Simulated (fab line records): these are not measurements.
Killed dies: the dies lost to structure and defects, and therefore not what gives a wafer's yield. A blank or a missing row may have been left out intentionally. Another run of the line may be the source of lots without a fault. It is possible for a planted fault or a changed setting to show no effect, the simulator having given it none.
Which tool did it? :: flow gf180mcu :: 6 lots with 18 wafers sampled at 2 steps, on a route of 602 steps

== WHAT EACH GAUGE READ, for each wafer ==
GF_HV_LDD_TW_MEAS_23.
lot: L204
measured: day 11 22:04
on: film_metro-02
HV_LDD_2_TW: 1066 1070 1057

lot: L205
measured: day 12 10:43
on: film_metro-02
HV_LDD_2_TW: 1053 1051 1057

lot: L207
measured: day 12 20:13
on: film_metro-02
HV_LDD_2_TW: 1053 1053 1052

lot: L210
measured: day 13 08:52
on: film_metro-04
HV_LDD_2_TW: 1081 1084 1078

lot: L215
measured: day 14 14:31
on: film_metro-02
HV_LDD_2_TW: 1060 1057 1054

lot: L217
measured: day 15 07:37
on: film_metro-02
HV_LDD_2_TW: 980 975 981

== EACH LOT AND THE TOOL THAT RAN IT (in order: tool; ch and the chambers of the sampled wafers; start) ==
lot: L204
GF_HV_LDD_IMPLANT_21: implanter-01 ch 0, day 11 21:50

lot: L205
GF_HV_LDD_IMPLANT_21: implanter-01 ch 0, day 12 10:29

lot: L207
GF_HV_LDD_IMPLANT_21: implanter-01 ch 0, day 12 19:59

lot: L210
GF_HV_LDD_IMPLANT_21: implanter-01 ch 0, day 13 08:37

lot: L215
GF_HV_LDD_IMPLANT_21: implanter-01 ch 0, day 14 14:16

lot: L217
GF_HV_LDD_IMPLANT_21: implanter-01 ch 0, day 15 07:24
- GF_HV_LDD_IMPLANT_21

== THE ANSWER, worked out from the rows above alone ==
Rule: the lots themselves supply what counts as usual. Put in order of their means at a reading, lots are off if they are a third of the lots or fewer, leave a main group of 4 or more, and stand apart from it by a gap of 3 or more times the standard deviation of the main group's means; of several such gaps the widest counts. A main group is skipped when, at the precision printed for the reading in the tables above, its means are all equal. Also off: a lot with no number at a reading for which 4 or more lots have one. All remaining lots with rows at the step are treated as sound.
Off: L217, at GF_HV_LDD_TW_MEAS_23 (HV_LDD_2_TW). For the main group the mean is 1062 and the standard deviation 10.
A tool fits if, at a process step before that reading, it ran every lot that is off, and no sound lot after the first of them. The gauges at GF_HV_LDD_TW_MEAS_23 are tried like those tools. Can't be told from this: 2 tools fit, implanter-01 at GF_HV_LDD_IMPLANT_21, film_metro-02 at GF_HV_LDD_TW_MEAS_23.

== WHAT HAD BEEN PUT IN BY THE SIMULATOR ==
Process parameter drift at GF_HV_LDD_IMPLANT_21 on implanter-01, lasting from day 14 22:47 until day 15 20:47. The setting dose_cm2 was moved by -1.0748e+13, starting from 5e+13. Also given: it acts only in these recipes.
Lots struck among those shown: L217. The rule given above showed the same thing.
